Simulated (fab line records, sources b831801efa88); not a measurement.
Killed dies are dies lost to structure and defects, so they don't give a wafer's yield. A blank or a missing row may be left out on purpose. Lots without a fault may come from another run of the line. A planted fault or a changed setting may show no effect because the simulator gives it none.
fab line records | flow sky130
record lots=24 wafers=72 last_day=50
route steps=708 shown FIELD_ISO@14 PWDE@54 METAL1@437 VIA2@510 VIA4@658 METAL5@662
lots that met no fault: from a run of the same line without faults
start_h: hours from the record's first day to the start of the lot's first wafer shown | wait_h: hours since the lot's step before | " the same as in the row above | L1.1+2: a row that stands for several wafers | - no value, or no start given | * or withheld: withheld | < > ~ a bound
route shown NAME@n: a module of which the file shows steps, and the number in the route of the first | usual: mean/standard deviation of fault-free wafers | same: alike in all rows | chamber/n: place in a boat | sites: the reading at each site | _std_site: their standard deviation | _edge_site: outer sites' mean less inner sites' | radius_mm: how far each site lies from the wafer's centre | mask NAME#n: copy n | behind: the tool/chamber that last shaped the wafer | hold: why the lot was held/for how many hours/how that ended | device: the transistor (n, p or np) that didn't switch | end of line: the same wafers' tests at the end of the route | a step without rows: its recipe alone | killed: dies lost to structure and defects at the first sort, not the wafer's yield | map: a wafer's dies, x killed, . not, _ none there
set.NAME: the setting as run; set.NAME@STEP: as run at that earlier step | model.NAME: the simulator's own value behind a step, which no gauge read
steps of the route over a sample of lots; a table a step, a row a wafer
services: from which hour (start_h, from the record's first day; less than 0 if before it) a tool's chamber was out of use, for how many hours, and why
## steps
# step SKY_FIELD_ISO_CD_MEAS_13
# recipe target_cd_nm=150
# usual cd_nm=149.4/1.4
# columns lot.wafer tool chamber start_h wait_h cd_nm
L074.2 cd_sem-01 - 27.72 - 149.7
L074.4 " - " " 150.1
L074.5 " - " " 149.7
L075.1 cd_sem-02 - 33.90 - 148.3
L075.4 " - " " 147.4
L075.5 " - " " 148.0
L076.3 cd_sem-01 - 39.94 - 151.3
L076.4 " - " " 151.1
L076.6 " - " " 150.4
L077.1 cd_sem-02 - 43.31 - 147.7
L077.2 " - " " 148.4
L077.4 " - " " 149.9
L078.2 cd_sem-02 - 51.37 - 150.8
L078.3 " - " " 150.8
L078.4 " - " " 150.1
L079.1 cd_sem-02 - 55.31 - 148.8
L079.4 " - " " 149.4
L079.5 " - " " 148.9
L080.2 cd_sem-02 - 61.39 - 146.6
L080.3 " - " " 147.6
L080.4 " - " " 148.9
L081.1 cd_sem-01 - 65.50 - 147.0
L081.2 " - " " 149.1
L081.4 " - " " 146.6
L082.1 cd_sem-01 - 70.35 - 149.8
L082.3 " - " " 149.6
L082.6 " - " " 148.8
L083.1 cd_sem-01 - 74.47 - 148.1
L083.2 " - " " 149.2
L083.3 " - " " 148.2
L084.1 cd_sem-02 - 82.00 - 152.9
L084.2 " - " " 152.9
L084.6 " - " " 151.5
L085.2 cd_sem-01 - 85.29 - 150.9
L085.4 " - " " 149.6
L085.5 " - " " 150.6
L086.2 cd_sem-02 - 93.98 - 151.7
L086.4 " - " " 150.7
L086.5 " - " " 150.7
L087.2 cd_sem-01 - 96.53 - 148.9
L087.3 " - " " 149.2
L087.5 " - " " 149.5
L088.1 cd_sem-02 - 101.92 - 149.2
L088.4 " - " " 150.5
L088.5 " - " " 149.9
L089.1 cd_sem-01 - 105.87 - 148.5
L089.5 " - " " 150.2
L089.6 " - " " 149.2
L090.2 cd_sem-01 - 112.33 - 150.1
L090.4 " - " " 152.1
L090.6 " - " " 149.2
L091.1 cd_sem-01 - 116.22 - 148.7
L091.5 " - " " 147.6
L091.6 " - " " 148.5
L092.3 cd_sem-02 - 120.64 - 149.3
L092.5 " - " " 149.5
L092.6 " - " " 148.3
L093.2 cd_sem-01 - 128.93 - 151.3
L093.3 " - " " 153.1
L093.5 " - " " 152.2
L094.1 cd_sem-02 - 132.18 - 150.5
L094.3 " - " " 151.5
L094.6 " - " " 151.7
L095.1 cd_sem-02 - 137.15 - 149.9
L095.4 " - " " 150.3
L095.5 " - " " 150.5
L096.3 cd_sem-02 - 143.36 - 148.6
L096.5 " - " " 147.2
L096.6 " - " " 149.4
L097.1 cd_sem-01 - 150.37 - 149.4
L097.3 " - " " 149.6
L097.5 " - " " 148.1
# step SKY_PWDE_STRIP_09
# recipe chemistry=O2/N2 power_w=1400 pressure_mtorr=1500 platen_temp_c=withheld o2_flow_sccm=3000 n2_flow_sccm=300 overash_fraction=0.5
# usual chamber_pressure_mTorr=1500.0/1.2 drypump_motor_current_A=5.6/0.53 oes_product_au=0.722/0.0047 strip_time_to_endpoint_s=36.89/0.12
# columns lot.wafer tool chamber start_h wait_h chamber_pressure_mTorr drypump_motor_current_A oes_product_au rf_hours_counter_h strip_time_to_endpoint_s
L074.2 plasma_asher-02 1 66.65 0.1 1500.7 4.8 0.724 25 37.00
L074.4 " 0 " " 1502.8 6.0 0.720 - 36.78
L074.5 " 0 " " 1498.3 6.0 0.729 - 36.92
L075.1 plasma_asher-03 0 72.74 0.1 1499.2 6.1 0.727 39 36.78
L075.4 " 1 " " 1500.2 5.4 0.725 - 36.81
L075.5 " 0 " " 1499.5 6.1 0.724 - 36.81
L076.3 plasma_asher-01 1 79.11 0.1 1499.9 6.1 0.727 - 36.98
L076.4 " 0 " " 1500.4 5.2 0.713 - 36.92
L076.6 " 1 " " 1499.3 6.1 0.715 - 36.96
L077.1 plasma_asher-02 1 83.29 0.1 1499.5 4.8 0.720 27 36.74
L077.2 " 0 " " 1502.5 6.0 0.726 27 36.81
L077.4 " 0 " " 1502.0 6.1 0.717 - 36.71
L078.2 plasma_asher-03 0 90.37 0.1 1499.4 6.1 0.724 40 36.76
L078.3 " 1 " " 1498.8 5.3 0.729 - 36.73
L078.4 " 0 " " 1502.1 6.1 0.717 - 36.75
L079.1 plasma_asher-02 0 95.47 0.1 1499.2 6.0 0.714 28 36.86
L079.4 " 1 " " 1501.3 4.8 0.713 - 37.09
L079.5 " 0 " " 1500.1 6.0 0.720 - 36.98
L080.2 plasma_asher-03 1 102.57 0.1 1500.9 5.3 0.721 42 36.82
L080.3 " 0 " " 1500.4 6.1 0.727 - 36.81
L080.4 " 1 " " 1500.1 5.3 0.723 - 36.64
L081.1 plasma_asher-01 0 108.84 0.1 1500.2 5.2 0.719 42 37.07
L081.2 " 1 " " 1498.4 6.0 0.723 42 36.94
L081.4 " 1 " " 1498.2 6.0 0.714 - 37.06
L082.1 plasma_asher-01 0 113.27 0.1 1499.9 5.2 0.723 43 36.84
L082.3 " 0 " " 1496.8 5.2 0.717 - 36.77
L082.6 " 1 " " 1499.9 6.1 0.720 - 36.75
L083.1 plasma_asher-03 1 117.90 0.1 1499.5 5.4 0.718 0 36.75
L083.2 " 0 " " 1499.7 6.1 0.728 0 36.87
L083.3 " 1 " " 1501.2 5.3 0.727 - 36.81
L084.1 plasma_asher-01 1 125.37 0.1 1500.4 6.1 0.719 45 36.92
L084.2 " 0 " " 1500.0 5.2 0.725 45 36.99
L084.6 " 1 " " 1499.5 6.0 0.726 - 37.04
L085.2 plasma_asher-03 0 129.87 0.1 1498.5 6.1 0.717 1 37.04
L085.4 " 0 " " 1499.4 6.1 0.718 - 37.23
L085.5 " 1 " " 1502.0 5.3 0.717 - 37.06
L086.2 plasma_asher-01 0 135.75 0.1 1499.9 5.2 0.722 46 36.96
L086.4 " 1 " " 1501.5 6.1 0.724 - 36.79
L086.5 " 1 " " 1498.9 6.0 0.725 - 36.82
L087.2 plasma_asher-01 1 139.54 0.1 1500.3 6.1 0.722 46 36.88
L087.3 " 0 " " 1497.7 5.2 0.720 - 36.89
L087.5 " 1 " " 1499.2 6.1 0.730 - 36.88
L088.1 plasma_asher-02 0 145.59 0.1 1500.2 6.0 0.718 32 37.03
L088.4 " 1 " " 1499.4 4.7 0.726 - 37.03
L088.5 " 1 " " 1500.3 4.8 0.727 - 37.13
L089.1 plasma_asher-02 0 149.92 0.1 1501.2 6.0 0.727 32 36.89
L089.5 " 1 " " 1499.7 4.8 0.723 - 36.89
L089.6 " 0 " " 1500.5 6.0 0.726 - 36.77
L090.2 plasma_asher-02 0 157.75 0.1 1500.1 6.0 0.721 33 36.82
L090.4 " 1 " " 1499.6 4.8 0.717 - 36.79
L090.6 " 0 " " 1500.4 6.0 0.712 - 36.85
L091.1 plasma_asher-03 1 163.39 0.1 1501.7 5.4 0.722 4 36.95
L091.5 " 0 " " 1499.6 6.1 0.724 - 37.03
L091.6 " 1 " " 1501.1 5.4 0.726 - 36.95
L092.3 plasma_asher-02 1 168.21 0.1 1499.8 4.7 0.714 - 36.92
L092.5 " 1 " " 1500.4 4.8 0.716 - 36.89
L092.6 " 0 " " 1499.5 6.0 0.725 - 36.86
L093.2 plasma_asher-03 0 175.64 0.1 1500.5 6.1 0.719 5 36.94
L093.3 " 0 " " 1499.3 6.1 0.726 - 36.99
L093.5 " 1 " " 1499.0 5.4 0.722 - 36.81
L094.1 plasma_asher-02 0 181.09 0.1 1499.8 6.0 0.719 35 36.95
L094.3 " 0 " " 1498.3 6.0 0.723 - 36.98
L094.6 " 1 " " 1501.8 4.7 0.725 - 36.92
L095.1 plasma_asher-02 1 184.80 0.1 1500.1 4.8 0.727 35 36.89
L095.4 " 0 " " 1500.7 6.0 0.725 - 36.85
L095.5 " 0 " " 1500.8 6.0 0.728 - 36.84
L096.3 plasma_asher-02 0 189.48 0.1 1499.4 6.1 0.726 - 36.66
L096.5 " 1 " " 1499.1 4.7 0.721 - 36.73
L096.6 " 0 " " 1499.3 6.0 0.721 - 36.78
L097.1 plasma_asher-03 0 203.10 0.1 1502.4 6.1 0.723 8 36.99
L097.3 " 1 " " 1501.2 5.3 0.712 - 37.04
L097.5 " 0 " " 1498.5 6.1 0.719 - 36.90
# step SKY_METAL1_SPUTTER_03
# recipe material=Ti target_thk_nm=5 power_w=3000 time_s=3.3 chamber_pressure_pa=0.4
# usual throttle_valve_pct=29.7/0.78
# same time_s=3.3
# columns lot.wafer tool chamber start_h wait_h throttle_valve_pct
L074.2 pvd_sputter-04 - 730.57 0.0 30.9
L074.4 " - " " 29.6
L074.5 " - " " 29.3
L075.1 pvd_sputter-04 - 738.91 0.0 28.7
L075.4 " - " " 29.4
L075.5 " - " " 29.6
L076.3 pvd_sputter-03 - 756.93 0.0 29.9
L076.4 " - " " 28.3
L076.6 " - " " 29.3
L077.1 pvd_sputter-04 - 758.00 0.0 29.6
L077.2 " - " " 29.4
L077.4 " - " " 28.6
L078.2 pvd_sputter-02 - 767.16 0.0 30.9
L078.3 " - " " 29.5
L078.4 " - " " 29.0
L079.1 pvd_sputter-03 - 778.86 0.0 30.4
L079.4 " - " " 28.4
L079.5 " - " " 30.0
L080.2 pvd_sputter-02 - 788.64 0.0 30.7
L080.3 " - " " 28.9
L080.4 " - " " 31.0
L081.1 pvd_sputter-03 - 796.03 0.0 30.4
L081.2 " - " " 29.1
L081.4 " - " " 30.3
L082.1 pvd_sputter-02 - 802.75 0.0 29.6
L082.3 " - " " 29.0
L082.6 " - " " 30.7
L083.1 pvd_sputter-02 - 805.94 0.0 30.9
L083.2 " - " " 30.9
L083.3 " - " " 29.7
L084.1 pvd_sputter-04 - 816.87 0.0 28.8
L084.2 " - " " 30.9
L084.6 " - " " 28.8
L085.2 pvd_sputter-03 - 826.45 0.0 28.1
L085.4 " - " " 30.3
L085.5 " - " " 29.4
L086.2 pvd_sputter-04 - 835.15 0.0 28.7
L086.4 " - " " 30.6
L086.5 " - " " 30.7
L087.2 pvd_sputter-02 - 836.03 0.0 30.8
L087.3 " - " " 29.8
L087.5 " - " " 31.0
L088.1 pvd_sputter-02 - 850.12 0.0 29.8
L088.4 " - " " 28.9
L088.5 " - " " 31.2
L089.1 pvd_sputter-03 - 853.25 0.0 29.3
L089.5 " - " " 30.1
L089.6 " - " " 30.1
L090.2 pvd_sputter-04 - 856.67 0.0 29.0
L090.4 " - " " 29.4
L090.6 " - " " 29.4
L091.1 pvd_sputter-04 - 868.70 0.0 29.4
L091.5 " - " " 29.3
L091.6 " - " " 29.4
L092.3 pvd_sputter-03 - 874.56 0.0 30.0
L092.5 " - " " 29.1
L092.6 " - " " 28.4
L093.2 pvd_sputter-03 - 883.47 0.0 29.9
L093.3 " - " " 28.4
L093.5 " - " " 30.1
L094.1 pvd_sputter-04 - 887.79 0.0 30.6
L094.3 " - " " 29.5
L094.6 " - " " 30.5
L095.1 pvd_sputter-02 - 904.95 0.0 28.9
L095.4 " - " " 30.0
L095.5 " - " " 29.1
L096.3 pvd_sputter-03 - 908.56 0.0 29.0
L096.5 " - " " 28.3
L096.6 " - " " 29.8
L097.1 pvd_sputter-03 - 915.80 0.0 30.1
L097.3 " - " " 30.0
L097.5 " - " " 28.3
# step SKY_VIA2_BOW_MEAS_03
# recipe mode=bow
# usual VIA2_BOW=87/7.4
# columns lot.wafer tool chamber start_h wait_h VIA2_BOW[um]
L074.2 film_metro-04 - 814.60 0.2 84
L074.4 " - " " 90
L074.5 " - " " 82
L075.1 film_metro-01 - 824.12 0.2 87
L075.4 " - " " 82
L075.5 " - " " 96
L076.3 film_metro-01 - 840.92 0.2 83
L076.4 " - " " 89
L076.6 " - " " 89
L077.1 film_metro-02 - 842.43 0.2 82
L077.2 " - " " 93
L077.4 " - " " 72
L078.2 film_metro-04 - 851.34 0.3 86
L078.3 " - " " 90
L078.4 " - " " 88
L079.1 film_metro-02 - 862.23 0.2 89
L079.4 " - " " 100
L079.5 " - " " 87
L080.2 film_metro-04 - 872.95 0.2 86
L080.3 " - " " 83
L080.4 " - " " 77
L081.1 film_metro-04 - 880.52 0.2 83
L081.2 " - " " 79
L081.4 " - " " 96
L082.1 film_metro-01 - 885.97 0.1 86
L082.3 " - " " 86
L082.6 " - " " 82
L083.1 film_metro-01 - 889.28 0.2 91
L083.2 " - " " 80
L083.3 " - " " 82
L084.1 film_metro-04 - 901.46 0.2 87
L084.2 " - " " 83
L084.6 " - " " 85
L085.2 film_metro-02 - 910.62 0.2 91
L085.4 " - " " 94
L085.5 " - " " 91
L086.2 film_metro-04 - 917.63 0.2 99
L086.4 " - " " 90
L086.5 " - " " 94
L087.2 film_metro-01 - 917.85 0.1 89
L087.3 " - " " 105
L087.5 " - " " 95
L088.1 film_metro-04 - 930.19 0.1 89
L088.4 " - " " 83
L088.5 " - " " 95
L089.1 film_metro-02 - 933.72 0.1 88
L089.5 " - " " 96
L089.6 " - " " 85
L090.2 film_metro-01 - 938.65 0.1 90
L090.4 " - " " 100
L090.6 " - " " 97
L091.1 film_metro-01 - 949.10 0.2 81
L091.5 " - " " 80
L091.6 " - " " 70
L092.3 film_metro-02 - 953.87 0.2 87
L092.5 " - " " 96
L092.6 " - " " 83
L093.2 film_metro-02 - 962.89 0.2 101
L093.3 " - " " 96
L093.5 " - " " 89
L094.1 film_metro-02 - 967.73 0.2 79
L094.3 " - " " 96
L094.6 " - " " 80
L095.1 film_metro-01 - 982.94 0.1 71
L095.4 " - " " 71
L095.5 " - " " 90
L096.3 film_metro-01 - 986.21 0.3 85
L096.5 " - " " 80
L096.6 " - " " 81
L097.1 film_metro-02 - 991.48 0.2 82
L097.3 " - " " 88
L097.5 " - " " 82
# step SKY_VIA4_RS_MEAS_19
# recipe thk_meas_gauge=four-point-probe reads=W_of_VIA4_CVD_18+TiN_of_VIA4_SPUTTER_17
# usual VIA4_W_RS=0.226/0.0055
# columns lot.wafer tool chamber start_h wait_h VIA4_W_RS[ohm/sq]
L074.2 film_metro-02 - 1000.31 0.1 0.224
L074.4 " - " " 0.223
L074.5 " - " " 0.226
L075.1 film_metro-04 - 1006.89 0.1 0.231
L075.4 " - " " 0.229
L075.5 " - " " 0.231
L076.3 film_metro-04 - 1022.56 0.1 0.227
L076.4 " - " " 0.228
L076.6 " - " " 0.230
L077.1 film_metro-01 - 1024.05 0.1 0.228
L077.2 " - " " 0.227
L077.4 " - " " 0.226
L078.2 film_metro-04 - 1030.19 0.1 0.227
L078.3 " - " " 0.227
L078.4 " - " " 0.229
L079.1 film_metro-01 - 1038.42 0.1 0.233
L079.4 " - " " 0.231
L079.5 " - " " 0.229
L080.2 film_metro-02 - 1050.18 0.1 0.224
L080.3 " - " " 0.223
L080.4 " - " " 0.225
L081.1 film_metro-02 - 1056.97 0.1 0.227
L081.2 " - " " 0.231
L081.4 " - " " 0.230
L082.1 film_metro-02 - 1060.92 0.1 0.227
L082.3 " - " " 0.228
L082.6 " - " " 0.229
L083.1 film_metro-04 - 1064.57 0.1 0.227
L083.2 " - " " 0.226
L083.3 " - " " 0.226
L084.1 film_metro-02 - 1072.64 0.1 0.231
L084.2 " - " " 0.227
L084.6 " - " " 0.229
L085.2 film_metro-04 - 1079.35 0.1 0.228
L085.4 " - " " 0.227
L085.5 " - " " 0.229
L086.2 film_metro-04 - 1087.26 0.2 0.233
L086.4 " - " " 0.231
L086.5 " - " " 0.226
L087.2 film_metro-02 - 1088.36 0.2 0.228
L087.3 " - " " 0.230
L087.5 " - " " 0.227
L088.1 film_metro-02 - 1097.64 0.1 0.214
L088.4 " - " " 0.213
L088.5 " - " " 0.225
L089.1 film_metro-01 - 1100.52 0.1 0.233
L089.5 " - " " 0.230
L089.6 " - " " 0.230
L090.2 film_metro-01 - 1105.19 0.1 0.231
L090.4 " - " " 0.226
L090.6 " - " " 0.227
L091.1 film_metro-04 - 1114.18 0.1 0.225
L091.5 " - " " 0.213
L091.6 " - " " 0.224
L092.3 film_metro-02 - 1117.00 0.1 0.215
L092.5 " - " " 0.213
L092.6 " - " " 0.226
L093.2 film_metro-04 - 1125.92 0.1 0.227
L093.3 " - " " 0.213
L093.5 " - " " 0.226
L094.1 film_metro-01 - 1129.80 0.1 0.212
L094.3 " - " " 0.214
L094.6 " - " " 0.213
L095.1 film_metro-01 - 1140.07 0.1 0.231
L095.4 " - " " 0.230
L095.5 " - " " 0.229
L096.3 film_metro-01 - 1142.79 0.1 0.214
L096.5 " - " " 0.228
L096.6 " - " " 0.214
L097.1 film_metro-01 - 1147.17 0.1 0.229
L097.3 " - " " 0.215
L097.5 " - " " 0.227
# step SKY_METAL5_SPUTTER_01
# recipe material=TiN target_thk_nm=20 power_w=6500 time_s=16.7 chamber_pressure_pa=0.4
# usual throttle_valve_pct=29.6/1.1
# same time_s=16.7
# columns lot.wafer tool chamber start_h wait_h throttle_valve_pct
L074.2 pvd_sputter-02 - 1000.79 0.0 29.0
L074.4 " - " " 30.8
L074.5 " - " " 29.3
L075.1 pvd_sputter-01 - 1007.39 0.0 28.8
L075.4 " - " " 27.7
L075.5 " - " " 27.7
L076.3 pvd_sputter-04 - 1023.03 0.0 29.4
L076.4 " - " " 28.7
L076.6 " - " " 28.7
L077.1 pvd_sputter-04 - 1024.55 0.0 30.6
L077.2 " - " " 28.9
L077.4 " - " " 29.4
L078.2 pvd_sputter-02 - 1031.02 0.0 29.7
L078.3 " - " " 30.6
L078.4 " - " " 29.0
L079.1 pvd_sputter-01 - 1039.17 0.0 31.0
L079.4 " - " " 27.5
L079.5 " - " " 31.1
L080.2 pvd_sputter-02 - 1051.08 0.0 30.9
L080.3 " - " " 29.2
L080.4 " - " " 30.6
L081.1 pvd_sputter-02 - 1057.69 0.0 30.8
L081.2 " - " " 30.5
L081.4 " - " " 30.9
L082.1 pvd_sputter-04 - 1061.42 0.0 29.7
L082.3 " - " " 28.9
L082.6 " - " " 29.3
L083.1 pvd_sputter-02 - 1065.39 0.0 30.9
L083.2 " - " " 31.0
L083.3 " - " " 29.2
L084.1 pvd_sputter-01 - 1073.14 0.0 30.0
L084.2 " - " " 31.3
L084.6 " - " " 27.5
L085.2 pvd_sputter-04 - 1080.12 0.0 30.3
L085.4 " - " " 29.4
L085.5 " - " " 29.5
L086.2 pvd_sputter-01 - 1087.74 0.0 29.3
L086.4 " - " " 31.0
L086.5 " - " " 29.8
L087.2 pvd_sputter-02 - 1088.84 0.0 30.0
L087.3 " - " " 29.2
L087.5 " - " " 29.5
L088.1 pvd_sputter-02 - 1098.14 0.0 28.9
L088.4 " - " " 30.8
L088.5 " - " " 29.1
L089.1 pvd_sputter-01 - 1101.03 0.0 27.4
L089.5 " - " " 28.8
L089.6 " - " " 27.4
L090.2 pvd_sputter-01 - 1105.68 0.0 28.7
L090.4 " - " " 27.3
L090.6 " - " " 27.4
L091.1 pvd_sputter-01 - 1115.64 0.0 28.9
L091.5 " - " " 29.8
L091.6 " - " " 31.0
L092.3 pvd_sputter-04 - 1117.46 0.0 29.3
L092.5 " - " " 29.4
L092.6 " - " " 29.4
L093.2 pvd_sputter-04 - 1126.40 0.0 29.6
L093.3 " - " " 30.4
L093.5 " - " " 29.4
L094.1 pvd_sputter-01 - 1130.31 0.0 31.3
L094.3 " - " " 28.9
L094.6 " - " " 28.6
L095.1 pvd_sputter-01 - 1141.17 0.0 28.9
L095.4 " - " " 31.1
L095.5 " - " " 27.6
L096.3 pvd_sputter-01 - 1143.25 0.0 30.0
L096.5 " - " " 29.9
L096.6 " - " " 27.5
L097.1 pvd_sputter-02 - 1147.67 0.0 29.3
L097.3 " - " " 30.9
L097.5 " - " " 30.7
## services
# columns tool chamber start_h hours kind
plasma_asher-02 - 98.20 15.6 pm
pvd_sputter-03 - 139.88 4.0 repair
pvd_sputter-04 - 188.70 7.7 repair
pvd_sputter-04 - 236.67 4.7 repair
plasma_asher-02 - 338.41 2.1 repair
pvd_sputter-03 - 389.72 2.4 repair
plasma_asher-02 - 425.83 0.4 repair
pvd_sputter-04 - 460.91 1.9 repair
pvd_sputter-01 - 479.50 0.9 repair
pvd_sputter-02 - 569.17 3.5 repair
pvd_sputter-01 - 605.60 0.7 repair
pvd_sputter-02 - 667.68 1.6 repair
pvd_sputter-03 - 674.88 2.9 repair
pvd_sputter-02 - 722.66 1.8 repair
pvd_sputter-02 - 745.24 4.7 repair
pvd_sputter-03 - 801.41 1.7 repair
pvd_sputter-03 - 858.67 1.6 repair
pvd_sputter-01 - 872.07 2.3 repair
pvd_sputter-03 - 906.77 1.2 repair
pvd_sputter-02 - 972.71 4.3 repair
pvd_sputter-03 - 984.69 34.5 repair
pvd_sputter-04 - 1030.48 4.3 repair
plasma_asher-02 - 1055.25 9.0 pm
pvd_sputter-02 - 1121.10 13.7 repair
## key
fault none
